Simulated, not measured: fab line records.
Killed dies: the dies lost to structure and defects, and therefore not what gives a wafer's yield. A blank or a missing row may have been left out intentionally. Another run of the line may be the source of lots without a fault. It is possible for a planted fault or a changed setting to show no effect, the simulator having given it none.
A struck lot beside a sound one	flow sky130	15 steps out of a route of 708
Sound: wafers L388.2, L388.3, L388.4. Wafers L380.1, L380.2, L380.3 were the ones struck. The cause is given at the end.
Each step with rows lists, per side, the tool, then ch with its chambers, then its first start. Under that, the readings that differ: sound wafers	struck wafers	difference of the means	sigmas: that difference in standard deviations of wafers without a fault.
alike: readings with means less than 2 such deviations apart, plus words and numbers identical on both sides. not compared: withheld readings, readings lacking a value on some wafer, bounds such as >300 that could conceal the same value, and numbers that have no deviation in the record and whose values overlap.
Wherever a step has rows on one side only, a row that says differs or no value, or a row with sigmas, the two part there. Non-overlapping numbers with no deviation appear without sigmas and do not part them. Lack of a reading on every wafer of one side parts them only where that side has two or more wafers.

first, 3 steps without rows for these wafers: SKY_METAL1_EXPOSE_12 (exposes mask MM1, target cd 140 nm); SKY_METAL1_PEB_13; SKY_METAL1_DEVELOP_14 (develop time 60 s).
SKY_METAL1_CD_MEAS_15 targets a cd of 140 nm.
  struck on cdSem-02, day 35 13:52; sound on cdSem-02, day 38 07:38
  alike: cdNm
SKY_METAL1_OVL_MEAS_16:
  struck on overlay-01, day 35 13:59; sound on overlay-01, day 38 07:45
  alike: METAL1_OVL
SKY_METAL1_DESCUM_17: chemistry O2, time 8 s.
  sound on rieMetal-04 ch 0,1, day 38 07:47; struck on rieMetal-03 ch 0, day 35 14:01
  alike: drypumpMotorCurrentA, oesProductAu
  not compared: rfHoursCounterH
SKY_METAL1_ETCH_18: etches BARC in N2/H2, stops on SiO2, time 45.9 s, target depth 60 nm.
  sound on rieMetal-04 ch 0,1, day 38 07:49; struck on rieMetal-03 ch 0, day 35 14:05
  alike: drypumpMotorCurrentA, oesProductAu, throttleValvePct
  not compared: rfHoursCounterH
SKY_METAL1_METAL_ETCH_19: etches the open film in Cl2/BCl3, stops on SiO2, target depth 360 nm, time 78 s.
  sound on rieMetal-04 ch 0,1, day 38 07:52; struck on rieMetal-03 ch 0, day 35 14:13
  alike: drypumpMotorCurrentA, oesProductAu, throttleValvePct
  not compared: rfHoursCounterH
SKY_METAL1_STRIP_20: strips in O2/N2.
  sound on plasmaAsher-04 ch 0,1, day 38 07:58; struck on plasmaAsher-02 ch 0,1, day 35 14:23
  alike: drypumpMotorCurrentA, oesProductAu, stripTimeToEndpointS
  not compared: rfHoursCounterH
then, 3 steps without rows for these wafers: SKY_METAL1_STRIP_21 (strips in post etch residue remover, time 1200 s); SKY_METAL1_CLEAN_22 (cleans in IPA, time 180 s); SKY_METAL1_CLEAN_23 (cleans in O3/DIW).
SKY_VIA1_HDPCVD_00: deposits SiO2, target thk 1030 nm, time 171.7 s.
  sound on hdpcvd-02 ch 1,2, day 38 08:34; struck on hdpcvd-01 ch 0,1,2, day 35 15:01
reading	sound	struck	difference	sigmas
model.SiO2_of_VIA1_HDPCVD_00.thkNm (nm)	1027 1022 1033	743.2 733.5 736.5	-289.6	
SKY_VIA1_THK_MEAS_01:
  struck on filmMetro-03, day 35 15:08; sound on filmMetro-03, day 38 08:41
reading	sound	struck	difference	sigmas
VIA1_HDPCVD_THK (nm)	1027 1022 1034	744 733 737	-290	-29
SKY_VIA1_CMP_02: polishes SiO2.
  sound on cmp-02 ch 0,1,3, day 38 08:44; struck on cmp-02 ch 0,1,2, day 35 15:24
  alike: motorCurrentA, slurryFilterDpKPa

## WHERE THEY PART
At SKY_VIA1_THK_MEAS_01 and nowhere else, as far as this record goes. Later steps at which nothing parts them and some readings are alike: SKY_VIA1_CMP_02.

WHY: what had been put in by the simulator
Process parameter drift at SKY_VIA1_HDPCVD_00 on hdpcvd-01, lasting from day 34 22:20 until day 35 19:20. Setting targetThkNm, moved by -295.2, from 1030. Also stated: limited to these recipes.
